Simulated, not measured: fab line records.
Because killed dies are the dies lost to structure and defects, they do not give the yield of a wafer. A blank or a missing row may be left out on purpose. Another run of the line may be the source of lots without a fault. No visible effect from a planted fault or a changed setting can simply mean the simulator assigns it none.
Which tool is to blame?    flow sky130    Sampling: 6 lots, 18 wafers, 2 of 708 route steps

== WHAT THE GAUGES READ, wafer by wafer ==
SKY_VT_ADJUST_NCORE_TW_MEAS_11.
lot   measured      on             VT_ADJUST_NCORE_TW
L222  day 8 16:25   film-metro-01  223.7 223.8 223.6
L225  day 9 18:04   film-metro-01  273.5 271.9 272.1 271.6 270.7 270.5
L234  day 12 07:41  film-metro-01  223.9 222.8 223.7
L239  day 13 23:02  film-metro-04  220.5 221.6 220.5
L241  day 14 11:08  film-metro-03  219.0 217.5 219.0
L243  day 14 21:09  film-metro-01  223.4 223.1 223.0

== WHAT TOOL EACH LOT RAN ON (gives the tool, then ch and the chambers of the sampled wafers, and finally the start) ==
lot   SKY_VT_ADJUST_NCORE_IMPLANT_09
L222  implanter-04 ch 0, day 8 16:11
L225  implanter-02 ch 0, day 9 17:29
L234  implanter-02 ch 0, day 12 07:26
L239  implanter-04 ch 0, day 13 22:49
L241  implanter-01 ch 0, day 14 10:55
L243  implanter-02 ch 0, day 14 20:56
- SKY_VT_ADJUST_NCORE_IMPLANT_09

== THE ANSWER, worked out from the rows above alone ==
Rule: what is usual is taken from the lots themselves. Put in order of their means at a reading, lots are off if they are a third of the lots or fewer, leave a main group of 4 or more, and stand apart from it by a gap of 3 or more times the standard deviation of the main group's means; of several such gaps the widest counts. A main group whose means are all the same, to the digits that the tables above print for the reading, isn't used. A lot without any number at a reading at which 4 lots or more have one is off too. The other lots that the step has rows for count as sound.
Off: L225, at SKY_VT_ADJUST_NCORE_TW_MEAS_11 (VT_ADJUST_NCORE_TW). Mean 221.9 and standard deviation 2 in the main group.
If a tool, at a process step before that reading, ran all the lots that are off and no sound lot after the first of them, it fits. Gauges at SKY_VT_ADJUST_NCORE_TW_MEAS_11: tried the same way as those tools. No candidate that was tried fits.

== WHAT HAD BEEN PUT IN BY THE SIMULATOR ==
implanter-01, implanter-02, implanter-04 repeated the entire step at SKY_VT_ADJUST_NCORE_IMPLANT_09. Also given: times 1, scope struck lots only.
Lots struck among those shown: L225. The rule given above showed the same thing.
